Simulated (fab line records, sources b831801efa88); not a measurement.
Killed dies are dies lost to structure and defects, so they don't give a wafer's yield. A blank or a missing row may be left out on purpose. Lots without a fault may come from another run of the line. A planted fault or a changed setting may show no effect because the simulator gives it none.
Which tool did it? | flow gf180mcu | 7 lots, 20 wafers sampled, at 4 steps of a route of 602

WHAT THE GAUGES READ, wafer by wafer
GF_NSD_CD_MEAS_07: target cd 400 nm.
lot  | measured     | on        | cd_nm (nm)
L763 | day 13 16:56 | cd_sem-01 | 397.6 396.2 396.1
L768 | day 15 08:33 | cd_sem-01 | 399.9 401.3
L772 | day 16 20:27 | cd_sem-01 | 399.6 398.5 398.1
L774 | day 17 10:39 | cd_sem-01 | 396.1 397.2 395.6
L776 | day 18 03:58 | cd_sem-01 | 401.1 402.8 402.2
L782 | day 20 04:14 | cd_sem-02 | 397.2 398.9 397.9
L784 | day 21 00:19 | cd_sem-01 | 397.9 399.7 399.9

WHICH TOOL RAN EACH LOT (tool, then ch and the chambers of the sampled wafers, then the start)
lot  | GF_STI_ETCH_13                    | GF_STI_STRIP_15                     | GF_VT_IMPLANT_STRIP_31
L763 | rie_diel-03 ch 0,3, day 2 06:30   | plasma_asher-03 ch 0,1, day 2 06:39 | plasma_asher-04 ch 0,1, day 7 04:18
L768 | rie_diel-04 ch 0, day 3 08:14     | plasma_asher-02 ch 0, day 3 08:23   | plasma_asher-01 ch 0, day 8 12:12
L772 | rie_diel-03 ch 1,2,3, day 4 04:38 | plasma_asher-03 ch 0,1, day 4 04:50 | plasma_asher-02 ch 0,1, day 9 16:18
L774 | rie_diel-02 ch 1,2,3, day 4 15:36 | plasma_asher-01 ch 0,1, day 4 15:45 | plasma_asher-04 ch 0,1, day 10 03:31
L776 | rie_diel-02 ch 0,3, day 5 02:05   | plasma_asher-01 ch 0, day 5 02:14   | plasma_asher-01 ch 0,1, day 10 15:48
L782 | rie_diel-02 ch 0,1,3, day 6 08:47 | plasma_asher-01 ch 0,1, day 6 08:56 | plasma_asher-04 ch 0,1, day 12 06:55
L784 | rie_diel-03 ch 0,3, day 6 18:38   | plasma_asher-01 ch 0,1, day 6 18:49 | plasma_asher-01 ch 0,1, day 12 22:53
- GF_STI_ETCH_13: etches the open film in CHF3/O2, stops on Si, target depth 282.31 nm, time 112.9 s.
- GF_STI_STRIP_15: strips in O2/N2.
- GF_VT_IMPLANT_STRIP_31: strips in O2/N2.

THE ANSWER, worked out from the rows above alone
Rule: what is usual is taken from the lots themselves. Put in order of their means at a reading, lots are off if they are a third of the lots or fewer, leave a main group of 4 or more, and stand apart from it by a gap of 3 or more times the standard deviation of the main group's means; of several such gaps the widest counts. A main group whose means are all the same, to the digits that the tables above print for the reading, isn't used. A lot without any number at a reading at which 4 lots or more have one is off too. The other lots that the step has rows for count as sound.
No lot is off at any reading shown: from this, nothing can be told.

WHAT THE SIMULATOR HAD PUT IN
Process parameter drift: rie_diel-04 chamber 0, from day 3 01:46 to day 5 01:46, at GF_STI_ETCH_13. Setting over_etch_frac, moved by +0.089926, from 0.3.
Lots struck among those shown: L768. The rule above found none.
